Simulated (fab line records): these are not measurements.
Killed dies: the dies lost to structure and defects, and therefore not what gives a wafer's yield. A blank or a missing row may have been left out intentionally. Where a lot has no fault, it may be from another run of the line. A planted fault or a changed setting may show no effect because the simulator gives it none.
Which tool was responsible? | flow sky130 | 39 wafers from 13 lots sampled at 2 of the route's 708 steps

## WHAT EACH GAUGE READ, for each wafer
Not one reading of a measure or inspect step in the record can be checked against a usual standard deviation.

## WHICH TOOL RAN EACH LOT (tool, then ch and the chambers of the sampled wafers, then the start)
lot  | SKY_LDD_HVN_STRIP_09                 | SKY_PAD_OPEN_PROBE_99
L869 | plasma asher-04 ch 0,1, day 19 15:39 | prober-01, day 44 21:59
L870 | plasma asher-04 ch 0,1, day 20 01:18 | prober-02, day 45 08:13
L872 | plasma asher-03 ch 0,1, day 21 02:18 | prober-02, day 45 20:10
L873 | plasma asher-04 ch 0,1, day 21 12:58 | prober-01, day 46 04:13
L874 | plasma asher-04 ch 0,1, day 21 19:19 | prober-02, day 46 08:19
L883 | plasma asher-02 ch 0,1, day 25 12:16 | prober-01, day 48 21:38
L884 | plasma asher-02 ch 0,1, day 26 00:25 | prober-02, day 49 04:34
L886 | plasma asher-04 ch 0,1, day 26 16:49 | prober-02, day 49 11:32
L887 | plasma asher-02 ch 0, day 27 02:56   | prober-01, day 49 20:22
L888 | plasma asher-03 ch 0,1, day 27 03:17 | prober-02, day 49 22:19
L889 | plasma asher-02 ch 0,1, day 27 13:49 | prober-01, day 50 01:20
L891 | plasma asher-02 ch 0,1, day 28 01:58 | prober-01, day 50 11:43
L892 | plasma asher-04 ch 0,1, day 28 05:19 | prober-02, day 50 12:38
- SKY_LDD_HVN_STRIP_09: strips in O2/N2.
- SKY_PAD_OPEN_PROBE_99

## AS READ BY THE TOOLS THEMSELVES (means over the sampled wafers that have a number; for cases with no such wafer, the mark the record gives instead)
SKY_LDD_HVN_STRIP_09.
lot  | tool            | drypump motor current A (A) | n2 flow sccm (sccm) | oes product au (a.u.) | strip time to endpoint s (s)
L869 | plasma asher-04 | 5.9                         | 299.0               | 0.403                 | 4.126
L870 | plasma asher-04 | 5.9                         | 300.8               | 0.404                 | 4.135
L872 | plasma asher-03 | 6.7                         | 301.1               | 0.406                 | 4.133
L873 | plasma asher-04 | 5.9                         | 299.4               | 0.411                 | 4.145
L874 | plasma asher-04 | 5.6                         | 320.9               | 0.407                 | 4.157
L883 | plasma asher-02 | 5.5                         | 300.3               | 0.405                 | 4.139
L884 | plasma asher-02 | 5.8                         | 300.2               | 0.408                 | 4.125
L886 | plasma asher-04 | 5.9                         | 299.6               | 0.410                 | 4.145
L887 | plasma asher-02 | 5.1                         | 299.8               | 0.405                 | 4.114
L888 | plasma asher-03 | 6.7                         | 300.5               | 0.407                 | 4.118
L889 | plasma asher-02 | 5.5                         | 300.3               | 0.406                 | 4.133
L891 | plasma asher-02 | 5.5                         | 299.9               | 0.410                 | 4.121
L892 | plasma asher-04 | 5.9                         | 300.3               | 0.410                 | 4.132

SKY_PAD_OPEN_PROBE_99.
lot  | tool      | killed_at_M0_to_M3 | killed_at_M4_up | killed at contacts | killed at front end | killed at other | killed dies | killed on rim | killed open | killed short
L869 | prober-01 | 47                 | 3.0             | 23                 | 19                  | 0.3             | 92          | 18            | 52          | 40
L870 | prober-02 | 45                 | 4.3             | 25                 | 16                  | 0.3             | 91          | 20            | 47          | 44
L872 | prober-02 | 37                 | 1.7             | 24                 | 22                  | 1.0             | 85          | 17            | 47          | 38
L873 | prober-01 | 45                 | 4.7             | 26                 | 17                  | 0.0             | 92          | 23            | 46          | 46
L874 | prober-02 | 44                 | 5.3             | 19                 | 11                  | 0.0             | 79          | 16            | 46          | 33
L883 | prober-01 | 49                 | 2.7             | 20                 | 20                  | 0.0             | 91          | 18            | 48          | 43
L884 | prober-02 | 42                 | 2.0             | 22                 | 12                  | 0.3             | 78          | 12            | 40          | 38
L886 | prober-02 | 37                 | 3.3             | 21                 | 12                  | 0.0             | 73          | 11            | 42          | 31
L887 | prober-01 | 38                 | 5.0             | 27                 | 16                  | 0.3             | 86          | 17            | 46          | 40
L888 | prober-02 | 48                 | 1.7             | 19                 | 14                  | 0.7             | 84          | 21            | 50          | 34
L889 | prober-01 | 40                 | 3.0             | 29                 | 22                  | 0.3             | 93          | 18            | 53          | 41
L891 | prober-01 | 48                 | 2.0             | 25                 | 14                  | 0.0             | 89          | 17            | 51          | 38
L892 | prober-02 | 42                 | 3.7             | 23                 | 16                  | 0.0             | 84          | 17            | 50          | 34

## THE ANSWER, worked out from the rows above alone
Rule: the usual values come from the lots themselves. The widest of any qualifying gaps counts: lots, ordered by their means at a reading, are off when they make up no more than a third of the lots, leave a main group of 4 or more, and stand apart from it by 3 or more times the standard deviation of that group's means. The tables above print the reading to a certain number of digits; a main group whose means all agree to those digits is not used. A lot without any number at a reading at which 4 lots or more have one is off too. Where the step has rows for the other lots, those lots are counted as sound. First the gauges in route order, then the tools' own readings, where a lot's mean is used as printed above. The first step at which some lot is off is used, and at that step the reading that is off furthest; a lot without a number counts as furthest.
Off at SKY_LDD_HVN_STRIP_09 (n2 flow sccm): L874. Main group: mean 300.1 sccm, sd 0.57.
If a tool, at that step or one of the process steps before it, ran each lot that is off and ran no sound lot following the first of them, it fits. None of those tried fits.

## WHAT THE SIMULATOR PUT IN
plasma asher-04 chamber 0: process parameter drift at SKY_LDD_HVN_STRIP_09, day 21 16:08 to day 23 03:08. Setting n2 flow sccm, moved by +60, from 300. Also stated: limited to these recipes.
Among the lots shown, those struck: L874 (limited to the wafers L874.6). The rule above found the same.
